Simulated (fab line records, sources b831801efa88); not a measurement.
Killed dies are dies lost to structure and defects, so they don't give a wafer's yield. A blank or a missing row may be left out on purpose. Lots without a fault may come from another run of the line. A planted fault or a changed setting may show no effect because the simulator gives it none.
Which tool did it? | flow sky130 | 10 lots, 30 wafers sampled, at 6 steps of a route of 708

WHAT THE GAUGES READ, wafer by wafer
SKY_SD_N_RS_MEAS_16: measures by four-point-probe.
lot  | measured     | on            | SD_N_RS (ohm/sq)
L989 | day 27 21:13 | film_metro-02 | 68.24 68.33 68.37
L990 | day 28 00:25 | film_metro-04 | 68.35 68.32 68.33
L991 | day 28 18:10 | film_metro-01 | 68.71 68.57 68.75
L994 | day 29 23:36 | film_metro-04 | 68.42 68.53 68.33
L102 | day 32 17:34 | film_metro-01 | 68.55 68.59 68.46
L103 | day 33 09:16 | film_metro-01 | 68.57 68.46 68.58
L105 | day 33 13:37 | film_metro-04 | 83.59 83.55 83.39 83.71 83.39 83.75
L106 | day 33 18:07 | film_metro-04 | 83.38 83.26 82.61 83.39 83.20 82.63
L108 | day 34 08:56 | film_metro-04 | 83.20 83.14 82.94 82.96 82.98 82.99
L110 | day 34 20:26 | film_metro-04 | 68.52 68.53 68.42

WHICH TOOL RAN EACH LOT (tool, then ch and the chambers of the sampled wafers, then the start)
lot  | SKY_LDD_LDN_STRIP_12                 | SKY_SPACER_ETCHBACK_02             | SKY_RES_XHIGH_STRIP_08               | SKY_SD_N_IMPLANT_09             | SKY_SD_N_STRIP_11
L989 | plasma_asher-01 ch 0, day 22 21:55   | rie_diel-03 ch 2,3, day 22 23:23   | plasma_asher-04 ch 1, day 26 15:45   | implanter-01 ch 0, day 27 20:31 | plasma_asher-03 ch 0,1, day 27 20:49
L990 | plasma_asher-02 ch 0,1, day 22 23:39 | rie_diel-04 ch 0,1,2, day 23 01:44 | plasma_asher-01 ch 0,1, day 26 18:31 | implanter-01 ch 0, day 27 23:44 | plasma_asher-03 ch 0,1, day 28 00:02
L991 | plasma_asher-01 ch 0,1, day 23 14:54 | rie_diel-03 ch 0,2,3, day 23 21:03 | plasma_asher-01 ch 0,1, day 27 13:26 | implanter-01 ch 0, day 28 17:29 | plasma_asher-01 ch 0,1, day 28 17:47
L994 | plasma_asher-02 ch 0,1, day 25 01:47 | rie_diel-01 ch 1,3, day 25 03:15   | plasma_asher-02 ch 0,1, day 28 18:57 | implanter-04 ch 0, day 29 22:55 | plasma_asher-03 ch 0,1, day 29 23:13
L102 | plasma_asher-03 ch 0,1, day 27 22:26 | rie_diel-03 ch 0,1, day 28 00:31   | plasma_asher-04 ch 0, day 31 13:30   | implanter-01 ch 0, day 32 16:53 | plasma_asher-03 ch 0, day 32 17:11
L103 | plasma_asher-02 ch 0,1, day 28 13:44 | rie_diel-01 ch 0,2,3, day 28 15:13 | plasma_asher-02 ch 0,1, day 32 04:58 | implanter-03 ch 0, day 33 08:35 | plasma_asher-01 ch 0,1, day 33 08:53
L105 | plasma_asher-01 ch 0,1, day 28 22:26 | rie_diel-03 ch 0,2,3, day 28 23:55 | plasma_asher-04 ch 0,1, day 32 10:27 | implanter-01 ch 0, day 33 12:56 | plasma_asher-01 ch 0,1, day 33 13:14
L106 | plasma_asher-02 ch 0,1, day 29 01:34 | rie_diel-03 ch 0,3, day 29 03:01   | plasma_asher-04 ch 0,1, day 32 15:08 | implanter-01 ch 0, day 33 17:26 | plasma_asher-02 ch 0,1, day 33 17:43
L108 | plasma_asher-02 ch 0,1, day 29 15:16 | rie_diel-01 ch 0,1, day 29 17:58   | plasma_asher-04 ch 0,1, day 33 05:50 | implanter-01 ch 0, day 34 08:16 | plasma_asher-01 ch 0,1, day 34 08:32
L110 | plasma_asher-02 ch 0,1, day 30 05:33 | rie_diel-03 ch 1,2,3, day 30 07:02 | plasma_asher-02 ch 0,1, day 33 16:50 | implanter-04 ch 0, day 34 19:45 | plasma_asher-03 ch 0,1, day 34 20:01
- SKY_LDD_LDN_STRIP_12: strips in O2/N2.
- SKY_SPACER_ETCHBACK_02: etches Si3N4 in CH3F/O2, stops on SiO2, time 46.7 s, target depth 45 nm.
- SKY_RES_XHIGH_STRIP_08: strips in O2/N2.
- SKY_SD_N_IMPLANT_09
- SKY_SD_N_STRIP_11: strips in O2/N2.

THE ANSWER, worked out from the rows above alone
Rule: what is usual is taken from the lots themselves. Put in order of their means at a reading, lots are off if they are a third of the lots or fewer, leave a main group of 4 or more, and stand apart from it by a gap of 3 or more times the standard deviation of the main group's means; of several such gaps the widest counts. A main group whose means are all the same, to the digits that the tables above print for the reading, isn't used. A lot without any number at a reading at which 4 lots or more have one is off too. The other lots that the step has rows for count as sound.
Off: L105, L106, L108, at SKY_SD_N_RS_MEAS_16 (SD_N_RS). The main group: mean 68.47 ohm/sq, standard deviation 0.12.
A tool fits if, at a process step before that reading, it ran every lot that is off, and no sound lot after the first of them. The gauges at SKY_SD_N_RS_MEAS_16 are tried like those tools. Can't be told from this: 2 tools fit, plasma_asher-04 at SKY_RES_XHIGH_STRIP_08, implanter-01 at SKY_SD_N_IMPLANT_09.

WHAT THE SIMULATOR HAD PUT IN
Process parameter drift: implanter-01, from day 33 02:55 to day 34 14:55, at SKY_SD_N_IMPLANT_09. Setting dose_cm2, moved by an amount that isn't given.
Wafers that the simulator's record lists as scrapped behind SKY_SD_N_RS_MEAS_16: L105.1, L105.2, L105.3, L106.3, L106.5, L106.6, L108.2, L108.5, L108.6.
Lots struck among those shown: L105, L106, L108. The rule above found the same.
